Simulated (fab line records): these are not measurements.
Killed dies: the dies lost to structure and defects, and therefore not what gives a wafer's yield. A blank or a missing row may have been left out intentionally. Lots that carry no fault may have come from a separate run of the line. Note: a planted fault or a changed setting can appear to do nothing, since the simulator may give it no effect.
fab line records | flow sky130
record: lots: 6 | wafers: 18 | lastDay: 50
route steps=708 shown METAL2@506 VIA2@507 PAD_OPEN@708
lots that met no fault: from a run of the same line without faults
startH: the number of hours between the record's first day and the start of the first shown wafer of the lot | waitH: hours from the lot's prior step to this one | " as in the row above | L1.1+2: a single row standing in for several wafers | - no value, or no start was given | * or withheld: withheld | < > ~ a bound
route shown NAME@n: a module of which the file shows steps, and the number in the route of the first | usual: the fault-free wafers' mean and standard deviation | same: alike in all rows | chamber/n: place in a boat | sites: each site's reading | _std_site: standard deviation across them | _edge_site: the outer-site mean with the inner-site mean subtracted | radiusMm: how far each site lies from the wafer's centre | mask NAME#n: copy n | behind: tool/chamber where the wafer was last shaped | hold: cause of the lot's hold/its duration in hours/its outcome | device: names the non-switching transistor (n, p or np) | end of line: the tests these same wafers got at the end of their route | where a step has no rows: the recipe by itself | killed: dies lost to structure and defects at the first sort, not the wafer's yield | map: shows each die of a wafer: x if killed, . if not, _ if none is there
set.NAME: the setting as run; set.NAME@STEP: as run at that earlier step | model.NAME: the simulator's own value behind a step, which no gauge read
lots seen at some steps along the route; tables by step, rows by wafer
services: from which hour (startH, from the record's first day; less than 0 if before it) a tool's chamber was out of use, for how many hours, and why
== steps ==
step: SKY_METAL2_CLEAN_23
recipe: chemistry: O3/DIW | dry: n2Spin
step: SKY_VIA2_HDPCVD_00
recipe: material: SiO2 | targetThkNm: 1180 | sigmaOpenFrac: 0.3 | timeS: 196.7 | tempC: 400 | sih4FlowSccm: 60 | pressureMtorr: 6
step: SKY_VIA2_THK_MEAS_01
recipe: reads: SiO2_of_VIA2_HDPCVD_00
usual: VIA2_HDPCVD_THK: 1175/16
lot.wafer | tool         | chamber | startH  | waitH | VIA2_HDPCVD_THK[nm]
L325.2    | filmMetro-01 | -       | 831.77  | 0.1   | 1162
L325.3    | "            | -       | "       | "     | 1150
L325.5    | "            | -       | "       | "     | 1153
L326.3    | filmMetro-02 | -       | 842.58  | 0.1   | 1177
L326.4    | "            | -       | "       | "     | 1179
L326.6    | "            | -       | "       | "     | 1171
L343.1    | filmMetro-02 | -       | 964.70  | 0.1   | 1193
L343.2    | "            | -       | "       | "     | 1172
L343.5    | "            | -       | "       | "     | 1191
L345.2    | filmMetro-04 | -       | 981.96  | 0.1   | 1172
L345.3    | "            | -       | "       | "     | 1178
L345.5    | "            | -       | "       | "     | 1155
L346.2    | filmMetro-02 | -       | 993.96  | 0.1   | 1209
L346.3    | "            | -       | "       | "     | 1178
L346.4    | "            | -       | "       | "     | 1194
L347.1    | filmMetro-04 | -       | 1000.54 | 0.1   | 1210
L347.2    | "            | -       | "       | "     | 1189
L347.6    | "            | -       | "       | "     | 1182
step: SKY_VIA2_CMP_02
recipe: material: SiO2 | downForcePsi: 4 | platenRpm: 60 | padVelocityMS: 0.94248
usual: edgeZonePressureFrac: 0.999/0.0049 | motorCurrentA: 12.6/0.81
lot.wafer | tool   | chamber | startH  | waitH | edgeZonePressureFrac | motorCurrentA
L325.2    | cmp-01 | 2       | 831.82  | 0.0   | 0.996                | 12.8
L325.3    | "      | 0       | "       | "     | 1.000                | 12.5
L325.5    | "      | 3       | "       | "     | 0.997                | 12.1
L326.3    | cmp-02 | 0       | 842.67  | 0.1   | 0.998                | 13.5
L326.4    | "      | 1       | "       | "     | 1.007                | 12.2
L326.6    | "      | 0       | "       | "     | 1.011                | 14.0
L343.1    | cmp-02 | 2       | 964.81  | 0.1   | 0.997                | 12.0
L343.2    | "      | 3       | "       | "     | 0.995                | 13.7
L343.5    | "      | 1       | "       | "     | 0.995                | 11.6
L345.2    | cmp-01 | 0       | 982.15  | 0.2   | 1.003                | 14.0
L345.3    | "      | 1       | "       | "     | 1.014                | 13.5
L345.5    | "      | 2       | "       | "     | 0.992                | 12.9
L346.3    | cmp-02 | 1       | 994.06  | 0.1   | 1.001                | 11.5
L346.4    | "      | 2       | "       | "     | 0.997                | 10.9
L346.2    | "      | 3       | "       | "     | 0.999                | 13.0
L347.2    | cmp-02 | 1       | 1000.65 | 0.1   | 0.998                | 11.9
L347.1    | "      | 2       | "       | "     | 1.001                | 11.8
L347.6    | "      | 0       | "       | "     | 0.995                | 12.9
step: SKY_VIA2_BOW_MEAS_03
recipe: mode: bow
usual: VIA2_BOW: 85/7.1
lot.wafer | tool         | chamber | startH  | waitH | VIA2_BOW[um]
L325.2    | filmMetro-02 | -       | 832.14  | 0.3   | 87
L325.3    | "            | -       | "       | "     | 88
L325.5    | "            | -       | "       | "     | 86
L326.3    | filmMetro-04 | -       | 842.98  | 0.3   | 76
L326.4    | "            | -       | "       | "     | 84
L326.6    | "            | -       | "       | "     | 79
L343.1    | filmMetro-04 | -       | 965.06  | 0.2   | 75
L343.2    | "            | -       | "       | "     | 85
L343.5    | "            | -       | "       | "     | 92
L345.2    | filmMetro-04 | -       | 982.37  | 0.2   | 90
L345.3    | "            | -       | "       | "     | 94
L345.5    | "            | -       | "       | "     | 87
L346.2    | filmMetro-04 | -       | 994.33  | 0.1   | 84
L346.3    | "            | -       | "       | "     | 87
L346.4    | "            | -       | "       | "     | 83
L347.1    | filmMetro-04 | -       | 1000.90 | 0.1   | 82
L347.2    | "            | -       | "       | "     | 92
L347.6    | "            | -       | "       | "     | 89
step: SKY_VIA2_DEHYDRATE_04
recipe: tempC: 200 | timeS: 60
step: SKY_VIA2_HMDS_05
recipe: primeTimeS: 60 | primeTempC: 120
step: SKY_VIA2_COAT_06
recipe: resist: BARC | tempC: withheld | timeS: withheld | spinRpm: 3000 | resistThkNm: 60
step: SKY_VIA2_COAT_07
recipe: resist: KrF-thick | spinRpm: 3000 | resistThkNm: 450
step: SKY_VIA2_SOFTBAKE_08
recipe: tempC: 100 | timeS: 90 | resist: KrF-thick
step: SKY_VIA2_EXPOSE_09
recipe: maskId: VIM2 | na: 0.8 | sourceShape: annular | sigmaInner: 0.55 | sigmaOuter: 0.85 | targetCdNm: 200 | doseMj: 38
step: SKY_VIA2_PEB_10
recipe: pebTempC: withheld | pebTimeS: withheld | resist: KrF-thick
step: SKY_VIA2_DEVELOP_11
recipe: developTimeS: 60 | resist: KrF-thick | devTempC: 21
usual: chillPlateTempC: 23.02/0.11
lot.wafer | tool          | chamber | startH | waitH | chillPlateTempC
L325.2    | lithoTrack-01 | 0       | 857    | -     | 22.95
L325.3    | "             | 0       | "      | "     | 22.95
L325.5    | "             | 0       | "      | "     | 22.78
L326.3    | lithoTrack-04 | 0       | 868    | -     | 23.03
L326.4    | "             | 0       | "      | "     | 22.96
L326.6    | "             | 0       | "      | "     | 22.85
L343.1    | lithoTrack-04 | 0       | 988    | -     | 23.13
L343.2    | "             | 0       | "      | "     | 22.99
L343.5    | "             | 0       | 989    | -     | 22.95
L345.2    | lithoTrack-04 | 0       | 1005   | -     | 22.93
L345.3    | "             | 0       | "      | "     | 23.01
L345.5    | "             | 0       | "      | "     | 23.02
L346.2    | lithoTrack-01 | 0       | 1017   | -     | 23.06
L346.3    | "             | 0       | "      | "     | 22.85
L346.4    | "             | 0       | "      | "     | 22.98
L347.1    | lithoTrack-01 | 0       | 1023   | -     | 23.15
L347.2    | "             | 0       | "      | "     | 22.87
L347.6    | "             | 0       | "      | "     | 23.02
step: SKY_VIA2_CD_MEAS_12
recipe: targetCdNm: 200
usual: cdNm: 199.9/1.4
lot.wafer | tool     | chamber | startH  | waitH | cdNm
L325.2    | cdSem-01 | -       | 857.87  | -     | 199.7
L325.3    | "        | -       | "       | "     | 198.9
L325.5    | "        | -       | "       | "     | 198.8
L326.3    | cdSem-02 | -       | 868.53  | -     | 198.1
L326.4    | "        | -       | "       | "     | 200.0
L326.6    | "        | -       | "       | "     | 199.0
L343.1    | cdSem-02 | -       | 989.09  | -     | 198.7
L343.2    | "        | -       | "       | "     | 198.5
L343.5    | "        | -       | "       | "     | 198.6
L345.2    | cdSem-02 | -       | 1005.21 | -     | 198.3
L345.3    | "        | -       | "       | "     | 198.0
L345.5    | "        | -       | "       | "     | 198.2
L346.2    | cdSem-01 | -       | 1017.52 | -     | 200.1
L346.3    | "        | -       | "       | "     | 203.5
L346.4    | "        | -       | "       | "     | 201.9
L347.1    | cdSem-01 | -       | 1023.75 | -     | 200.9
L347.2    | "        | -       | "       | "     | 201.1
L347.6    | "        | -       | "       | "     | 200.9
step: SKY_VIA2_OVL_MEAS_13
usual: VIA2_OVL: -1/4.7
lot.wafer | tool       | chamber | startH  | waitH | VIA2_OVL[nm]
L325.2    | overlay-02 | -       | 857.98  | 0.1   | 4
L325.3    | "          | -       | "       | "     | 2
L325.5    | "          | -       | "       | "     | -4
L326.3    | overlay-02 | -       | 868.62  | 0.1   | 1
L326.4    | "          | -       | "       | "     | -4
L326.6    | "          | -       | "       | "     | -4
L343.1    | overlay-02 | -       | 989.21  | 0.1   | -3
L343.2    | "          | -       | "       | "     | 2
L343.5    | "          | -       | "       | "     | -6
L345.2    | overlay-02 | -       | 1005.32 | 0.1   | -1
L345.3    | "          | -       | "       | "     | -2
L345.5    | "          | -       | "       | "     | -5
L346.2    | overlay-01 | -       | 1017.63 | 0.1   | -7
L346.3    | "          | -       | "       | "     | -10
L346.4    | "          | -       | "       | "     | -5
L347.1    | overlay-01 | -       | 1023.87 | 0.1   | 9
L347.2    | "          | -       | "       | "     | 5
L347.6    | "          | -       | "       | "     | 5
step: SKY_VIA2_ETCH_14
recipe: chemistry: N2/H2 | target: BARC | ionEnergyEv: 200 | sourceW: 500 | biasW: 100 | pressureMtorr: 30 | n2FlowSccm: 100 | h2FlowSccm: 200 | stopOn: SiO2 | timeS: 45.9 | targetDepthA: 600
usual: drypumpMotorCurrentA: 6.0/0.47 | oesProductAu: 0.855/0.0047 | throttleValvePct: 13.224/0.0088
lot.wafer | tool       | chamber | startH  | waitH | drypumpMotorCurrentA | oesProductAu | rfHoursCounterH | throttleValvePct | model.VIA2.cdNm
L325.2    | rieDiel-04 | 1       | 858.01  | 0.0   | 5.1                  | 0.852        | 18              | 13.221           | 199.2
L325.3    | "          | 0       | "       | "     | 6.1                  | 0.860        | 14              | 13.239           | 198.6
L325.5    | "          | 2       | "       | "     | 5.9                  | 0.857        | -               | 13.232           | 197.3
L326.3    | rieDiel-04 | 3       | 868.65  | 0.0   | 5.2                  | 0.853        | 11              | 13.228           | 199.4
L326.4    | "          | 0       | "       | "     | 6.1                  | 0.853        | 14              | 13.219           | 200.1
L326.6    | "          | 1       | "       | "     | 5.0                  | 0.851        | -               | 13.221           | 199.4
L343.1    | rieDiel-03 | 3       | 989.25  | 0.0   | 6.4                  | 0.855        | 7               | 13.230           | 199.6
L343.2    | "          | 2       | "       | "     | 5.7                  | 0.854        | 8               | 13.215           | 199.4
L343.5    | "          | 2       | "       | "     | 5.7                  | 0.853        | -               | 13.213           | 199
L345.2    | rieDiel-03 | 3       | 1005.35 | 0.0   | 6.4                  | 0.855        | 8               | 13.223           | 198.5
L345.3    | "          | 2       | "       | "     | 5.7                  | 0.858        | 8               | 13.226           | 198.6
L345.5    | "          | 3       | "       | "     | 6.4                  | 0.855        | -               | 13.233           | 198.5
L346.2    | rieDiel-01 | 1       | 1017.66 | 0.0   | 6.5                  | 0.855        | 26              | 13.232           | 200.1
L346.3    | "          | 0       | "       | "     | 6.2                  | 0.861        | 25              | 13.229           | 203.1
L346.4    | "          | 2       | "       | "     | 5.9                  | 0.854        | 22              | 13.225           | 200.8
L347.1    | rieDiel-01 | 1       | 1023.91 | 0.0   | 6.5                  | 0.856        | 27              | 13.239           | 201
L347.2    | "          | 3       | "       | "     | 5.4                  | 0.850        | 7               | 13.246           | 201.1
L347.6    | "          | 0       | "       | "     | 6.2                  | 0.846        | -               | 13.215           | 200
step: SKY_VIA2_ETCH_15
recipe: target: SiO2 | chemistry: C4F8/O2/Ar | targetDepthNm: 546 | stopOn: TiN | maskMaterial: KrF-thick | sourceW: 1500 | biasW: 1200 | pressureMtorr: 40 | c4f8FlowSccm: withheld | O2_flow_sccm: 6 | Ar_flow_sccm: 300 | timeS: 84
usual: oesProductAu: 0.939/0.005
lot.wafer | tool       | chamber | startH  | waitH | oesProductAu | rfHoursCounterH
L325.2    | rieDiel-04 | 1       | 858.05  | 0.0   | 0.948        | 18
L325.3    | "          | 0       | "       | "     | 0.935        | 14
L325.5    | "          | 2       | "       | "     | 0.934        | -
L326.3    | rieDiel-04 | 3       | 868.69  | 0.0   | 0.944        | 11
L326.4    | "          | 0       | "       | "     | 0.938        | 14
L326.6    | "          | 1       | "       | "     | 0.937        | -
L343.1    | rieDiel-03 | 3       | 989.29  | 0.0   | 0.937        | 7
L343.2    | "          | 2       | "       | "     | 0.937        | 8
L343.5    | "          | 2       | "       | "     | 0.936        | -
L345.2    | rieDiel-03 | 3       | 1005.39 | 0.0   | 0.935        | 8
L345.3    | "          | 2       | "       | "     | 0.939        | 8
L345.5    | "          | 3       | "       | "     | 0.936        | -
L346.2    | rieDiel-01 | 1       | 1017.70 | 0.0   | 0.936        | 26
L346.3    | "          | 0       | "       | "     | 0.940        | 25
L346.4    | "          | 2       | "       | "     | 0.939        | 22
L347.1    | rieDiel-01 | 1       | 1023.95 | 0.0   | 0.942        | 27
L347.2    | "          | 3       | "       | "     | 0.947        | 7
L347.6    | "          | 0       | "       | "     | 0.937        | -
step: SKY_PAD_OPEN_PROBE_99
usual: defectLimitedYield: 82.5/2 | killed_at_M0_to_M3: 43/6.8 | killed_at_M4_up: 3.3/2.1 | killedAtContacts: 24/5 | killedAtFrontEnd: 15/4.4 | killedAtOther: 0.3/0.57 | killedDies: 86/9.7 | killedOpen: 47/7.3 | killedShort: 39/6.1 | sort_bin_3_pad_short: 0.8/0.38 | sort_bin_5_function: 10.5/1.5 | sort_bin_6_memory: 6.2/1.1 | sortNPass: 406/9.7 | sortYieldPct: 82.5/2
same: grossDies: 492 | killedAtBackSide: 0 | sort_bin_4_leakage[%]: 0 | sort_bin_8_speed[%]: 0
lot.wafer | tool      | chamber | startH  | waitH | defectLimitedYield[%] | killed_at_M0_to_M3 | killed_at_M4_up | killedAtContacts | killedAtFrontEnd | killedAtOther | killedDies | killedOpen | killedShort | sort_bin_3_pad_short[%] | sort_bin_5_function[%] | sort_bin_6_memory[%] | sortNPass | sortYieldPct[%]
L325.2    | prober-01 | -       | 1082.95 | 0.1   | 80.7                  | 40                 | 2               | 32               | 21               | 0             | 95         | 49         | 45          | 1.0                     | 11.2                   | 7.1                  | 397       | 80.7
L325.3    | prober-01 | -       | 1083.00 | 0.2   | 83.1                  | 37                 | 4               | 23               | 17               | 2             | 83         | 48         | 32          | 0.8                     | 8.9                    | 7.1                  | 409       | 83.1
L325.5    | prober-01 | -       | 1083.10 | 0.2   | 83.1                  | 46                 | 2               | 27               | 8                | 0             | 83         | 47         | 36          | 1.0                     | 9.3                    | 6.5                  | 409       | 83.1
L326.3    | prober-02 | -       | 1093.77 | 0.2   | 83.3                  | 41                 | 8               | 17               | 15               | 1             | 82         | 37         | 45          | 1.0                     | 9.6                    | 6.1                  | 410       | 83.3
L326.4    | prober-02 | -       | 1093.82 | 0.2   | 82.7                  | 40                 | 4               | 25               | 16               | 0             | 85         | 45         | 39          | 0.6                     | 9.8                    | 6.9                  | 407       | 82.7
L326.6    | prober-02 | -       | 1093.92 | 0.2   | 83.7                  | 35                 | 3               | 24               | 18               | 0             | 80         | 41         | 39          | 1.4                     | 10.0                   | 4.9                  | 412       | 83.7
L343.1    | prober-02 | -       | 1185.24 | 0.1   | 79.3                  | 56                 | 4               | 24               | 18               | 0             | 102        | 49         | 53          | 1.4                     | 11.8                   | 7.5                  | 390       | 79.3
L343.2    | prober-02 | -       | 1185.29 | 0.1   | 83.1                  | 47                 | 3               | 24               | 9                | 0             | 83         | 46         | 37          | 0.6                     | 8.9                    | 7.3                  | 409       | 83.1
L343.5    | prober-02 | -       | 1185.44 | 0.2   | 78.3                  | 44                 | 3               | 44               | 16               | 0             | 107        | 55         | 48          | 0.8                     | 14.0                   | 6.9                  | 385       | 78.3
L345.2    | prober-01 | -       | 1195.20 | 0.1   | 79.1                  | 53                 | 4               | 26               | 20               | 0             | 103        | 59         | 44          | 0                       | 14.8                   | 6.1                  | 389       | 79.1
L345.3    | prober-01 | -       | 1195.25 | 0.2   | 82.3                  | 50                 | 4               | 16               | 17               | 0             | 87         | 41         | 45          | 0.8                     | 10.8                   | 6.1                  | 405       | 82.3
L345.5    | prober-01 | -       | 1195.35 | 0.2   | 80.1                  | 51                 | 3               | 19               | 25               | 0             | 98         | 54         | 42          | 1.8                     | 11.0                   | 7.1                  | 394       | 80.1
L346.2    | prober-02 | -       | 1204.08 | 0.1   | 81.1                  | 47                 | 3               | 26               | 17               | 0             | 93         | 46         | 47          | 1.4                     | 12.0                   | 5.5                  | 399       | 81.1
L346.3    | prober-02 | -       | 1204.13 | 0.2   | 83.7                  | 43                 | 0               | 27               | 10               | 0             | 80         | 36         | 44          | 0.4                     | 10.8                   | 5.1                  | 412       | 83.7
L346.4    | prober-02 | -       | 1204.18 | 0.2   | 81.5                  | 40                 | 1               | 31               | 19               | 0             | 91         | 50         | 41          | 0.4                     | 11.8                   | 6.3                  | 401       | 81.5
L347.1    | prober-01 | -       | 1206.46 | 0.1   | 82.7                  | 42                 | 2               | 19               | 22               | 0             | 85         | 41         | 43          | 0.6                     | 10.8                   | 5.9                  | 407       | 82.7
L347.2    | prober-01 | -       | 1206.51 | 0.1   | 81.3                  | 43                 | 1               | 31               | 17               | 0             | 92         | 47         | 43          | 0.2                     | 12.2                   | 6.3                  | 400       | 81.3
L347.6    | prober-01 | -       | 1206.71 | 0.2   | 82.5                  | 38                 | 0               | 26               | 21               | 1             | 86         | 47         | 38          | 1.2                     | 11.2                   | 5.1                  | 406       | 82.5
killed by level:class
L325.2 CONTACT:geometricParticle:open=11 LI_CONTACT:geometricParticle:open=11 VIA1:geometricParticle:short=8 FIELD_ISO:geometricParticle:open=6 VIA3:geometricParticle:open=6 VIA1:geometricParticle:open=6 METAL2:geometricParticle:short=6 FIELD_ISO:geometricParticle:short=5
L325.3 VIA1:geometricParticle:open=10 LI_CONTACT:geometricParticle:open=9 CONTACT:geometricParticle:open=9 VIA1:geometricParticle:short=7 FIELD_ISO:geometricParticle:open=5 VIA2:geometricParticle:open=5 METAL1:geometricParticle:short=4 FIELD_ISO:geometricParticle:short=3
L325.5 VIA1:geometricParticle:open=13 CONTACT:geometricParticle:open=11 VIA3:geometricParticle:open=6 VIA1:geometricParticle:short=5 VIA2:geometricParticle:open=5 POLY_GATE:geometricParticle:open=4 LI_CONTACT:geometricParticle:short=4 LI_CONTACT:geometricParticle:open=4
L326.3 CONTACT:geometricParticle:short=9 VIA1:geometricParticle:open=9 FIELD_ISO:geometricParticle:open=6 METAL4:geometricParticle:short=6 METAL3:geometricParticle:short=6 VIA3:geometricParticle:open=6 POLY_GATE:geometricParticle:short=4 CONTACT:geometricParticle:open=4
L326.4 CONTACT:geometricParticle:open=8 VIA1:geometricParticle:open=8 VIA3:geometricParticle:open=8 LI_CONTACT:geometricParticle:open=6 CONTACT:geometricParticle:short=5 METAL1:geometricParticle:short=5 VIA1:geometricParticle:short=5 POLY_GATE:geometricParticle:short=4
L326.6 CONTACT:geometricParticle:open=9 VIA1:geometricParticle:short=7 VIA1:geometricParticle:open=7 FIELD_ISO:geometricParticle:open=6 VIA2:geometricParticle:open=6 LI_CONTACT:geometricParticle:open=5 CONTACT:geometricParticle:short=5 POLY_GATE:geometricParticle:short=4
L343.1 VIA1:geometricParticle:open=11 LI_CONTACT:geometricParticle:open=9 VIA1:geometricParticle:short=9 POLY_GATE:geometricParticle:short=7 CONTACT:geometricParticle:open=7 METAL1:geometricParticle:short=7 METAL2:geometricParticle:short=6 POLY_GATE:geometricParticle:open=6
L343.2 CONTACT:geometricParticle:open=14 VIA1:geometricParticle:open=10 METAL1:geometricParticle:short=7 VIA2:geometricParticle:open=7 VIA1:geometricParticle:short=5 CONTACT:geometricParticle:short=4 POLY_GATE:geometricParticle:short=3 LI_CONTACT:geometricParticle:open=3
L343.5 CONTACT:geometricParticle:open=14 VIA1:geometricParticle:open=12 LI_CONTACT:geometricParticle:open=10 LOCAL_INTERCONNECT:geometricParticle:short=8 CONTACT:geometricParticle:short=8 VIA2:geometricParticle:open=6 POLY_GATE:geometricParticle:short=5 VIA1:geometricParticle:short=5
L345.2 VIA1:geometricParticle:open=12 VIA2:geometricParticle:open=12 LI_CONTACT:geometricParticle:open=9 CONTACT:geometricParticle:open=9 VIA1:geometricParticle:short=8 VIA3:geometricParticle:open=6 FIELD_ISO:geometricParticle:open=5 FIELD_ISO:geometricParticle:short=5
L345.3 CONTACT:geometricParticle:open=10 VIA1:geometricParticle:open=8 VIA3:geometricParticle:open=8 POLY_GATE:geometricParticle:short=6 METAL1:geometricParticle:short=6 VIA1:geometricParticle:short=6 VIA2:geometricParticle:open=5 METAL2:geometricParticle:short=4
L345.5 VIA1:geometricParticle:short=11 VIA1:geometricParticle:open=11 CONTACT:geometricParticle:open=10 POLY_GATE:geometricParticle:open=8 VIA3:geometricParticle:open=6 FIELD_ISO:geometricParticle:open=5 POLY_GATE:geometricParticle:short=5 VIA3:geometricParticle:short=4
L346.2 CONTACT:geometricParticle:open=8 LI_CONTACT:geometricParticle:open=7 CONTACT:geometricParticle:short=7 VIA1:geometricParticle:open=7 VIA2:geometricParticle:open=7 VIA3:geometricParticle:open=7 POLY_GATE:geometricParticle:short=5 VIA3:geometricParticle:short=5
L346.3 VIA1:geometricParticle:short=9 CONTACT:geometricParticle:short=7 CONTACT:geometricParticle:open=7 LOCAL_INTERCONNECT:geometricParticle:short=6 VIA1:geometricParticle:open=6 VIA2:geometricParticle:open=6 FIELD_ISO:geometricParticle:open=5 LI_CONTACT:geometricParticle:open=5
L346.4 LI_CONTACT:geometricParticle:open=14 VIA2:geometricParticle:short=9 VIA1:geometricParticle:open=8 FIELD_ISO:geometricParticle:open=7 CONTACT:geometricParticle:open=6 CONTACT:geometricParticle:short=5 VIA3:geometricParticle:open=5 METAL2:geometricParticle:short=4
L347.1 VIA3:geometricParticle:open=9 CONTACT:geometricParticle:open=9 METAL1:geometricParticle:short=9 FIELD_ISO:geometricParticle:short=8 VIA1:geometricParticle:open=6 VIA2:geometricParticle:open=6 POLY_GATE:geometricParticle:short=5 POLY_GATE:geometricParticle:open=5
L347.2 CONTACT:geometricParticle:open=13 CONTACT:geometricParticle:short=9 VIA1:geometricParticle:open=8 FIELD_ISO:geometricParticle:short=7 VIA3:geometricParticle:short=6 LI_CONTACT:geometricParticle:open=6 VIA2:geometricParticle:open=6 METAL1:geometricParticle:short=5
L347.6 LI_CONTACT:geometricParticle:open=9 VIA1:geometricParticle:open=9 CONTACT:geometricParticle:open=7 VIA2:geometricParticle:short=6 VIA3:geometricParticle:open=5 METAL1:geometricParticle:short=5 POLY_GATE:geometricParticle:open=4 LOCAL_INTERCONNECT:geometricParticle:short=4
== services ==
tool       | chamber | startH  | hours | kind
rieDiel-04 | 2       | 808.00  | -     | clean
rieDiel-04 | 2       | 808.00  | 15.8  | scheduledDown
rieDiel-04 | 2       | 808.00  | 15.8  | ventCycle
rieDiel-01 | -       | 810.07  | 4.3   | pm
cmp-01     | -       | 828.70  | 3.0   | repair
cmp-02     | -       | 834.26  | 0.9   | repair
rieDiel-01 | 2       | 835.60  | 8.4   | repair
cmp-02     | -       | 849.20  | 1.7   | repair
cmp-01     | -       | 853.24  | 22.5  | repair
rieDiel-04 | 3       | 854.69  | 5.0   | repair
rieDiel-01 | 0       | 882.78  | 15.6  | repair
rieDiel-03 | 2       | 883.02  | 6.7   | repair
cmp-01     | -       | 884.82  | 0.6   | repair
cmp-01     | -       | 892.58  | 1.4   | repair
rieDiel-04 | -       | 910.03  | 2.8   | pm
cmp-02     | -       | 912.00  | 4.0   | pm
cmp-02     | -       | 916.00  | -     | consumableReplace:conditioner
cmp-02     | -       | 916.00  | -     | consumableReplace:pad
cmp-01     | -       | 963.02  | 4.9   | repair
rieDiel-04 | 2       | 1010.64 | 4.4   | repair
== key ==
firstSign none at tools or gauges
modelEffect: step: SKY_VIA2_ETCH_14 | value: VIA2.cdNm | without: 202.4 | struck: 198.9
metAt SKY_VIA2_DEVELOP_11
struckWafers L343.1,L343.2,L343.5,L345.2,L345.3,L345.5
onsetBetween 868 988
alsoFits SKY_VIA2_ETCH_14:rieDiel-03
fault: kind: processParameterDrift | tool: lithoTrack-04 | chamber: - | onsetH: 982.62 | steps: SKY_VIA2_DEVELOP_11 | channel: developTimeS | offset: * | shape: step | endH: 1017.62 | actsIn: * | stated: *
